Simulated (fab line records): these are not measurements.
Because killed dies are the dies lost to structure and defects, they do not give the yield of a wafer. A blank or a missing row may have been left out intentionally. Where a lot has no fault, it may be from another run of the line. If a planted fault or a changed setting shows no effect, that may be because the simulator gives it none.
Matching of chambers + flow gf180mcu + rie-si-01 running GF_STI_ETCH_14: 4 sister chambers
The step etches Si in HBr/Cl2/O2, target depth 360 nm, time 102.9 s. 27 wafers are shown with their chamber, then 12 later ones without.

EACH WAFER AND ITS CHAMBER
| wafer  | chamber | drypump-motor-current-A (A) | throttle-valve-pct (%) | oes-product-au (a.u.) |
|--------|---------|-----------------------------|------------------------|-----------------------|
| L075.1 | 0       | 5.8                         | 25.667                 | 0.992                 |
| L075.5 | 3       | 5.8                         | 25.649                 | 0.993                 |
| L075.6 | 0       | 5.8                         | 25.667                 | 1.000                 |
| L076.1 | 3       | 5.8                         | 25.671                 | 0.995                 |
| L076.3 | 2       | 5.9                         | 25.668                 | 0.974                 |
| L076.6 | 1       | 6.5                         | 25.654                 | 0.997                 |
| L077.2 | 2       | 5.9                         | 25.658                 | 0.980                 |
| L077.3 | 0       | 5.8                         | 25.649                 | 1.001                 |
| L077.4 | 1       | 6.5                         | 25.655                 | 1.000                 |
| L081.2 | 0       | 5.8                         | 25.663                 | 0.996                 |
| L081.3 | 3       | 5.8                         | 25.660                 | 0.988                 |
| L081.5 | 3       | 5.8                         | 25.677                 | 1.000                 |
| L082.1 | 2       | 5.9                         | 25.664                 | 0.993                 |
| L082.2 | 3       | 5.8                         | 25.675                 | 0.991                 |
| L082.4 | 1       | 6.5                         | 25.649                 | 1.000                 |
| L083.1 | 3       | 5.8                         | 25.682                 | 0.992                 |
| L083.5 | 1       | 6.5                         | 25.648                 | 0.997                 |
| L083.6 | 2       | 5.9                         | 25.665                 | 0.993                 |
| L085.1 | 2       | 5.9                         | 25.656                 | 0.993                 |
| L085.2 | 1       | 6.4                         | 25.641                 | 1.014                 |
| L085.6 | 1       | 6.5                         | 25.641                 | 1.015                 |
| L087.1 | 2       | 5.9                         | 25.658                 | 0.987                 |
| L087.4 | 3       | 5.8                         | 25.677                 | 1.009                 |
| L087.6 | 1       | 6.5                         | 25.638                 | 1.004                 |
| L089.2 | 0       | 5.8                         | 25.652                 | 1.018                 |
| L089.3 | 2       | 5.9                         | 25.643                 | 0.992                 |
| L089.4 | 1       | 6.5                         | 25.639                 | 1.012                 |

SIGNATURES, as means of the wafers listed above
| reading                 | chamber 0 | chamber 1 | chamber 2 | chamber 3 | scatter within a chamber |
|-------------------------|-----------|-----------|-----------|-----------|--------------------------|
| drypump-motor-current-A | 5.800     | 6.487     | 5.900     | 5.800     | 0.0195                   |
| throttle-valve-pct      | 25.65960  | 25.64562  | 25.65886  | 25.67014  | 0.00892                  |
| oes-product-au          | 1.00140   | 1.00487   | 0.98743   | 0.99543   | 0.00794                  |
Rule: for a wafer and a chamber, the distance is found by dividing, reading by reading, the gap between the wafer's reading and the chamber's mean by the reading's scatter, squaring, summing and taking the root. If the next closest chamber is less than 2 further off than the closest, the wafer can't be placed; otherwise it belongs to the closest. The scatter: take each reading less its chamber's mean, square it, sum over the shown wafers, divide by the number of wafers less the number of chambers, and take the root.

WAFERS WHOSE CHAMBER IS MISSING
| wafer  | drypump-motor-current-A (A) | throttle-valve-pct (%) | oes-product-au (a.u.) |
|--------|-----------------------------|------------------------|-----------------------|
| L090.3 | 5.8                         | 25.663                 | 0.985                 |
| L090.4 | 6.5                         | 25.664                 | 1.000                 |
| L090.5 | 5.9                         | 25.662                 | 0.989                 |
| L091.1 | 5.8                         | 25.667                 | 0.991                 |
| L091.5 | 5.8                         | 25.648                 | 0.993                 |
| L091.6 | 6.5                         | 25.655                 | 1.010                 |
| L092.1 | 5.8                         | 25.651                 | 1.002                 |
| L092.2 | 5.8                         | 25.659                 | 1.000                 |
| L092.5 | 5.9                         | 25.656                 | 0.994                 |
| L097.1 | 6.4                         | 25.646                 | 0.991                 |
| L097.2 | 5.9                         | 25.661                 | 0.986                 |
| L097.4 | 5.8                         | 25.662                 | 0.996                 |

WHICH CHAMBER EACH ONE RAN IN
| wafer  | from the rows above     | in truth |
|--------|-------------------------|----------|
| L090.3 | can't be placed: 3 or 0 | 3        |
| L090.4 | 1                       | 1        |
| L090.5 | 2                       | 2        |
| L091.1 | can't be placed: 3 or 0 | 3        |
| L091.5 | can't be placed: 0 or 3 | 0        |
| L091.6 | 1                       | 1        |
| L092.1 | can't be placed: 0 or 3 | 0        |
| L092.2 | can't be placed: 0 or 3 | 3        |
| L092.5 | 2                       | 2        |
| L097.1 | 1                       | 1        |
| L097.2 | 2                       | 2        |
| L097.4 | can't be placed: 0 or 3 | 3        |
Correct placement for 6 of the 12. Unplaceable from these rows: 6, with the true chamber sitting among the candidates in 6. Number placed wrongly: 0.
